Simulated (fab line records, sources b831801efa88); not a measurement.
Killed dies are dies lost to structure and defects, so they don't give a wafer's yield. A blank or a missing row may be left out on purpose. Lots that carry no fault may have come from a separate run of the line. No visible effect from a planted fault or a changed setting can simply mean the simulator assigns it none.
Which tool did it? + flow sfqLine + at 1 step of a route of 325, 15 lots with 45 wafers sampled

## WHAT THE GAUGES SHOWED, per wafer
SFQ_R5_OVL_MEAS_935.
| lot  | measured     | on         | R5_OVL (nm) |
|------|--------------|------------|-------------|
| L814 | day 69 05:29 | overlay-02 | 3 6 2       |
| L815 | day 69 06:41 | overlay-02 | 0 7 8       |
| L816 | day 69 07:53 | overlay-02 | -5 -2 1     |
| L818 | day 69 12:41 | overlay-02 | 20 11 11    |
| L821 | day 70 13:10 | overlay-02 | -3 -7 4     |
| L822 | day 72 08:03 | overlay-02 | 5 -2 3      |
| L823 | day 72 10:26 | overlay-02 | -7 5 4      |
| L824 | day 76 05:37 | overlay-02 | 3 -2 -4     |
| L825 | day 76 08:01 | overlay-02 | -6 -6 5     |
| L826 | day 76 11:38 | overlay-02 | 3 4 0       |
| L827 | day 76 16:26 | overlay-02 | 2 -4 2      |
| L831 | day 77 17:53 | overlay-02 | -4 -9 -1    |
| L832 | day 77 23:25 | overlay-02 | 11 6 2      |
| L833 | day 78 08:23 | overlay-02 | 0 -2 -6     |
| L835 | day 78 15:35 | overlay-02 | 4 8 13      |

## TOOL THAT RAN EACH LOT (tool first, then ch and the chambers of the sampled wafers, then the start)
The record holds no process step before these readings.

## WHAT THE TOOLS THEMSELVES READ (means of the sampled wafers that have a number; where no wafer has one, the mark that the record gives instead)
The record holds no such reading with a usual standard deviation.

## THE ANSWER, worked out from the rows above alone
Rule: usual is defined by the lots themselves. Put in order of their means at a reading, lots are off if they are a third of the lots or fewer, leave a main group of 4 or more, and stand apart from it by a gap of 3 or more times the standard deviation of the main group's means; of several such gaps the widest counts. A main group is skipped when, at the precision printed for the reading in the tables above, its means are all equal. A lot without any number at a reading at which 4 lots or more have one is off too. Where the step has rows for the other lots, those lots are counted as sound. The gauges are gone through in route order, then the tools' own readings, and for those a lot's mean is taken as printed above. At the first step where some lot is off, the reading lying furthest off is the one used; lots without a number count as furthest.
Nothing can be told from this: no lot is off at any reading shown.

## WHAT HAD BEEN PUT IN BY THE SIMULATOR
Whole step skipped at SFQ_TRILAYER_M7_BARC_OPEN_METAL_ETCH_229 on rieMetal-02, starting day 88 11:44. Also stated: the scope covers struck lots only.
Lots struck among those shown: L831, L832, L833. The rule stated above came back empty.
